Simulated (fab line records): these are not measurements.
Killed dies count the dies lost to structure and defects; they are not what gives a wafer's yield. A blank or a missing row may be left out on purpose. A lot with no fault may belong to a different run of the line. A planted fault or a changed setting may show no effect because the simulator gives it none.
Code-filled problem report in 8D (eight disciplines) form / flow sky130 / the parts of the form that need people (team, actions taken, sign-off) are left out

== 1. THE ISSUE ==
Mean of killed_at_other at SKY_PAD_OPEN_PROBE_99: 65.0 over 3 wafers from 1 lot, against 0.4 (standard deviation 0.56) on wafers with no fault. That is +99 or more standard deviations from the usual mean.
Seen first at day 47 14:07 on prober-01, wafer L248.2. The record holds 9 wafers of 3 lots with a number at this step. Rule for "out" (also "out of limits"): further than 4 standard deviations from the usual mean. All remaining wafers that have a number are taken as sound.

== 2. WHAT IT IS AND WHAT IT IS NOT ==
question=which readings at this step | is=killed_at_other, defect_limited_yield, killed_dies, sort_bin_3_pad_short, sort_bin_5_function, sort_n_pass, sort_yield_pct | is not=killed_at_M0_to_M3, killed_at_M4_up, killed_at_contacts, killed_at_front_end, killed_open, sort_bin_6_memory
question=which lots | is=L248 | is not=L249, L258
question=which wafers of those lots | is=all that have a number | is not=-
question=read on which tools | is=prober-01 | is not=prober-02
question=when | is=from day 47 14:07 | is not=up to then (0 sound wafers); but 6 sound wafers of L249, L258 came after

== 3. THE SUSPECTS, EACH WITH WHAT RULES IT OUT ==
Counting: a tool stays on the suspect list if, at a process step up to the reading, it processed all lots that are out and no sound lot following the first of them.
- pvd_sputter-02 at SKY_METAL3_SPUTTER_03 (material Ti, target thk 5 nm, time 3.3 s): kept. It ran the lot that is out, L248 (day 38 09:40), and no sound lot after that.
- wet_bench-04 at SKY_CAP2M_CLEAN_16 (cleans in IPA, time 180 s): kept. It ran the lot that is out, L248 (day 42 16:43), and no sound lot after that.
- plasma_asher-04 at SKY_METAL4_STRIP_19 (strips in O2/N2): ruled out as a lasting fault. Following L248 (day 43 16:07), the first lot on it that is out, the sound lots L249 were run on it.
- prober-01 at SKY_PAD_OPEN_PROBE_99: ruled out as a lasting fault. Following L248 (day 47 14:07), the first lot on it that is out, the sound lots L258 were run on it.
The count leaves wet_bench-04 at SKY_CAP2M_CLEAN_16 and pvd_sputter-02 at SKY_METAL3_SPUTTER_03.

== 4. THE CAUSE (what the simulator had put in) ==
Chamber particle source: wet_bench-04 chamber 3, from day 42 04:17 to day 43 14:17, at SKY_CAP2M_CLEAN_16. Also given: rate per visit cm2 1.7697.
Counting left 2 suspects, and this tool is among them.

== 5. THE EFFECT CHAIN, in route order ==
Rows list readings where the struck wafers' mean (over those with a number) sits beyond 3 standard deviations from the usual. Only readings whose record carries a usual standard deviation are examined. hours: median over the lots of the time between each lot's start at the first step of this table that gives one and its start at this step. sigmas: the change, counted in usual standard deviations.
hours=0; step=SKY_PAD_OPEN_PROBE_99; reading=defect_limited_yield; usual=82.5 %; on struck wafers=71.4; change=-11.1; sigmas=-5.9
hours=0; step=SKY_PAD_OPEN_PROBE_99; reading=killed_at_other; usual=0.4; on struck wafers=65.0; change=+64.6; sigmas=+99 or more
hours=0; step=SKY_PAD_OPEN_PROBE_99; reading=killed_dies; usual=86; on struck wafers=141; change=+55; sigmas=+5.9
hours=0; step=SKY_PAD_OPEN_PROBE_99; reading=sort_bin_3_pad_short; usual=0.9 %; on struck wafers=4.2; change=+3.3; sigmas=+7.6
hours=0; step=SKY_PAD_OPEN_PROBE_99; reading=sort_bin_5_function; usual=10.4 %; on struck wafers=18.0; change=+7.6; sigmas=+5.1
hours=0; step=SKY_PAD_OPEN_PROBE_99; reading=sort_n_pass; usual=406; on struck wafers=351; change=-55; sigmas=-5.9
hours=0; step=SKY_PAD_OPEN_PROBE_99; reading=sort_yield_pct; usual=82.5 %; on struck wafers=71.4; change=-11.1; sigmas=-5.9
It contains these process steps:
- SKY_PAD_OPEN_PROBE_99

== 6. WHAT WOULD HAVE CAUGHT IT SOONER ==
In this record the first reading out of limits was taken at day 47 14:07, 130 hours after the fault began at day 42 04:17.
By day 47 14:07, every lot that is out (1) had started SKY_CAP2M_CLEAN_16 on wet_bench-04. Tool hold at that time: it would have spared none of them.
